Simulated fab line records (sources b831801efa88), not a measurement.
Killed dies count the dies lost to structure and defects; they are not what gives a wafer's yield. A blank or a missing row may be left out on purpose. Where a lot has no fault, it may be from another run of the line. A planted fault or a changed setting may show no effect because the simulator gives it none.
Which tool is to blame?    flow sky130    9 lots with 27 wafers sampled at 5 steps, on a route of 708 steps

WHAT THE GAUGES READ, wafer by wafer
SKY_CAPM_RS_MEAS_03: uses a four-point probe to measure.
lot   measured      on             CAPM_TIN_RS (ohm/sq)
L493  day 35 01:49  film_metro-03  6.96 6.92 6.97
L494  day 36 06:42  film_metro-03  6.80 6.79 6.80
L498  day 38 04:47  film_metro-02  6.90 6.94 6.90
L499  day 38 09:52  film_metro-03  6.91 6.89 6.94
L506  day 41 23:21  film_metro-03  4.83 6.82 6.89
L508  day 42 01:31  film_metro-01  6.87 4.85 6.89
L512  day 42 07:33  film_metro-02  7.04 7.00 7.03
L513  day 42 22:11  film_metro-03  6.89 6.91 6.94
L515  day 43 18:04  film_metro-03  6.90 6.91 6.93

SKY_CAPM_THK_MEAS_04: measures by xrf.
lot   measured      on             CAPM_TIN_THK (nm)
L493  day 35 01:56  film_metro-03  200.1 200.1 199.7
L494  day 36 06:49  film_metro-03  203.2 204.6 203.9
L498  day 38 04:55  film_metro-02  200.1 198.5 200.5
L499  day 38 09:59  film_metro-03  200.5 201.2 198.7
L506  day 41 23:28  film_metro-03  284.9 202.9 201.4
L508  day 42 01:37  film_metro-01  202.7 283.8 200.8
L512  day 42 07:40  film_metro-02  196.2 197.6 196.3
L513  day 42 22:18  film_metro-03  201.3 200.2 198.7
L515  day 43 18:11  film_metro-03  199.7 200.3 199.0

WHICH TOOL RAN EACH LOT (tool, then ch and the chambers of the sampled wafers, then the start)
lot   SKY_METAL2_SPUTTER_00         SKY_METAL2_SPUTTER_04         SKY_CAPM_SPUTTER_02
L493  pvd_sputter-04, day 33 00:28  pvd_sputter-04, day 33 00:33  pvd_sputter-03, day 35 01:43
L494  pvd_sputter-01, day 34 01:35  pvd_sputter-01, day 34 01:40  pvd_sputter-02, day 36 06:34
L498  pvd_sputter-03, day 35 21:47  pvd_sputter-03, day 35 21:53  pvd_sputter-03, day 38 04:41
L499  pvd_sputter-03, day 36 04:29  pvd_sputter-03, day 36 04:34  pvd_sputter-04, day 38 09:46
L506  pvd_sputter-01, day 39 18:25  pvd_sputter-01, day 39 18:31  pvd_sputter-03, day 41 23:13
L508  pvd_sputter-01, day 39 21:05  pvd_sputter-01, day 39 21:10  pvd_sputter-03, day 42 01:22
L512  pvd_sputter-01, day 40 03:58  pvd_sputter-01, day 40 04:04  pvd_sputter-02, day 42 07:25
L513  pvd_sputter-04, day 40 18:35  pvd_sputter-04, day 40 18:41  pvd_sputter-04, day 42 22:04
L515  pvd_sputter-01, day 41 15:37  pvd_sputter-01, day 41 15:43  pvd_sputter-02, day 43 17:57
- SKY_METAL2_SPUTTER_00: material Ti, target thk 15 nm, time 10 s.
- SKY_METAL2_SPUTTER_04: material TiN, target thk 70 nm, time 58.3 s.
- SKY_CAPM_SPUTTER_02: material TiN, target thk 200 nm, time 166.7 s.

WHAT THE TOOLS THEMSELVES READ (means of the sampled wafers that have a number; where no wafer has one, the mark that the record gives instead)
SKY_METAL2_SPUTTER_00.
lot   tool            cathode_dc_power_W (W)  throttle_valve_pct (%)
L493  pvd_sputter-04  3000.5                  30.4
L494  pvd_sputter-01  3000.2                  30.5
L498  pvd_sputter-03  3000.1                  30.0
L499  pvd_sputter-03  3000.4                  30.6
L506  pvd_sputter-01  2999.6                  29.2
L508  pvd_sputter-01  3000.0                  30.0
L512  pvd_sputter-01  3000.4                  30.8
L513  pvd_sputter-04  2999.8                  30.0
L515  pvd_sputter-01  2999.8                  29.8

SKY_METAL2_SPUTTER_04.
lot   tool            cathode_dc_power_W (W)  throttle_valve_pct (%)
L493  pvd_sputter-04  6499.9                  30.4
L494  pvd_sputter-01  6500.0                  30.5
L498  pvd_sputter-03  6499.8                  30.3
L499  pvd_sputter-03  6500.9                  30.6
L506  pvd_sputter-01  6500.1                  29.1
L508  pvd_sputter-01  6500.7                  30.0
L512  pvd_sputter-01  6499.5                  30.7
L513  pvd_sputter-04  6501.6                  30.1
L515  pvd_sputter-01  6499.4                  29.6

SKY_CAPM_SPUTTER_02.
lot   tool            cathode_dc_power_W (W)  throttle_valve_pct (%)
L493  pvd_sputter-03  6499.3                  30.2
L494  pvd_sputter-02  6499.9                  30.0
L498  pvd_sputter-03  6499.0                  29.9
L499  pvd_sputter-04  6499.3                  30.0
L506  pvd_sputter-03  7408.6                  29.2
L508  pvd_sputter-03  7408.2                  30.3
L512  pvd_sputter-02  6499.7                  29.3
L513  pvd_sputter-04  6499.7                  29.6
L515  pvd_sputter-02  6500.2                  29.9

THE ANSWER, worked out from the rows above alone
Rule: usual is defined by the lots themselves. Put in order of their means at a reading, lots are off if they are a third of the lots or fewer, leave a main group of 4 or more, and stand apart from it by a gap of 3 or more times the standard deviation of the main group's means; of several such gaps the widest counts. Not used: any main group whose means are identical at the precision the tables above print for the reading. Also off: a lot with no number at a reading for which 4 or more lots have one. Any other lot the step has rows for is counted as sound. The gauges are gone through in route order, then the tools' own readings, and for those a lot's mean is taken as printed above. At the first step where some lot is off, the reading lying furthest off is the one used; lots without a number count as furthest.
Off: L506, L508, at SKY_CAPM_RS_MEAS_03 (CAPM_TIN_RS). Mean 6.92 ohm/sq and standard deviation 0.062 in the main group.
If a tool, at a process step before that reading, ran all the lots that are off and no sound lot after the first of them, it fits. Not tried: the gauges at SKY_CAPM_RS_MEAS_03; whatever is off there is also off at SKY_CAPM_SPUTTER_02, on other tools, and gauge error can't account for it. One fits: pvd_sputter-03 at SKY_CAPM_SPUTTER_02. A fault onset in the window from L498 (day 38 04:41, its last sound lot) to L506 (day 41 23:13, its first lot off) fits.
On the lots that are off, the tool's own readings at SKY_CAPM_SPUTTER_02 differ by more than 5 times the standard deviation of the sound lots' means, which bears it out; cathode_dc_power_W reads 7408.4 W there versus 6499.6 W on the sound lots.

WHAT THE SIMULATOR HAD INSERTED
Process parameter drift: pvd_sputter-03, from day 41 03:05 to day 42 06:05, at SKY_CAPM_SPUTTER_02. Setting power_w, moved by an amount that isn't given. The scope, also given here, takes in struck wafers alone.
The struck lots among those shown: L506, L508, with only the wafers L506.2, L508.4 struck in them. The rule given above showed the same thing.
